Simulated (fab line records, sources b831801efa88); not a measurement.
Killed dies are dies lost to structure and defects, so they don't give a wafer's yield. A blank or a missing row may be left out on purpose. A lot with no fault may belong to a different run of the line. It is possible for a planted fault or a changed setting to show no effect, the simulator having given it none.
A struck lot beside a sound one / flow sky130 / 14 steps out of a route of 708
Sound: these wafers, L795.1, L795.4, L795.5. Struck: wafers L809.3, L809.4, L809.5. The cause is given at the end.
For every step that has rows: the tool of each side, followed by ch and its chambers, followed by its first start. Under that, the readings that differ: sound wafers / struck wafers / difference of the means / sigmas: that difference in standard deviations of wafers without a fault.
alike: a reading whose means differ by less than 2 such deviations, as well as words and numbers matching on both sides. not compared: withheld readings; readings where some wafer has no value; bounds like >300 that might hide an equal value; numbers whose values overlap and for which the record gives no deviation.
Wherever a step has rows on one side only, a row that says differs or no value, or a row with sigmas, the two part there. Numbers that don't overlap but have no deviation are shown without sigmas and don't part them. A reading that every wafer of one side lacks parts them only if that side has two wafers or more.

first, 4 steps without rows for these wafers: SKY_METAL5_SOFTBAKE_10 (time 60 s); SKY_METAL5_EXPOSE_11 (exposes mask MM5, target cd 1600 nm); SKY_METAL5_PEB_12; SKY_METAL5_DEVELOP_13 (develop time 60 s).
SKY_METAL5_DESCUM_14: chemistry O2, time 11 s.
  sound on rie-metal-01 ch 0,1, day 44 02:32; struck on rie-metal-01 ch 0,1, day 48 00:14
  alike: drypump-motor-current-A, oes-product-au
  not compared: rf-hours-counter-h
SKY_METAL5_METAL_ETCH_15: etches the open film in Cl2/BCl3, stops on SiO2, target depth 1260 nm, time 252 s.
  sound on rie-metal-01 ch 0,1, day 44 02:34; struck on rie-metal-01 ch 0,1, day 48 00:20
  alike: drypump-motor-current-A, oes-product-au, throttle-valve-pct
  not compared: rf-hours-counter-h
SKY_METAL5_STRIP_16: strips in O2/N2.
  sound on plasma-asher-04 ch 0, day 44 02:48; struck on plasma-asher-04 ch 0,1, day 48 00:32
  alike: drypump-motor-current-A, o2-flow-sccm, oes-product-au, strip-time-to-endpoint-s
  not compared: rf-hours-counter-h
then, 3 steps without rows for these wafers: SKY_METAL5_STRIP_17 (strips in post etch residue remover, time 1200 s); SKY_METAL5_CLEAN_18 (cleans in IPA, time 180 s); SKY_METAL5_CLEAN_19 (cleans in O3/DIW).
SKY_PASSIVATION_CVD_00: deposits SiO2, target thk 90 nm.
  sound on pecvd-03 ch 0,1,2, day 44 03:23; struck on pecvd-01 ch 0,1,2, day 48 01:27
  alike: heater-power-outer-w, heater-power-w
SKY_PASSIVATION_THK_MEAS_01:
  struck on film-metro-02, day 48 01:29; sound on film-metro-02, day 44 03:25
  alike: PASSIVATION_CVD_00_THK
SKY_PASSIVATION_CVD_02: deposits Si3N4, target thk 540 nm.
  sound on pecvd-04 ch 1,2, day 44 03:28; struck on pecvd-04 ch 1,2, day 48 01:32
  no value came back on the struck wafers for heater-power-outer-w (W), heater-power-w (W); on the sound wafers heater-power-outer-w (W) reads 469 358 466
after that, 1 step had no rows for these wafers: SKY_PAD_OPEN_PROBE_99.

WHERE THEY PART
Only at SKY_PASSIVATION_CVD_02, within this record.

WHY: what had been put in by the simulator
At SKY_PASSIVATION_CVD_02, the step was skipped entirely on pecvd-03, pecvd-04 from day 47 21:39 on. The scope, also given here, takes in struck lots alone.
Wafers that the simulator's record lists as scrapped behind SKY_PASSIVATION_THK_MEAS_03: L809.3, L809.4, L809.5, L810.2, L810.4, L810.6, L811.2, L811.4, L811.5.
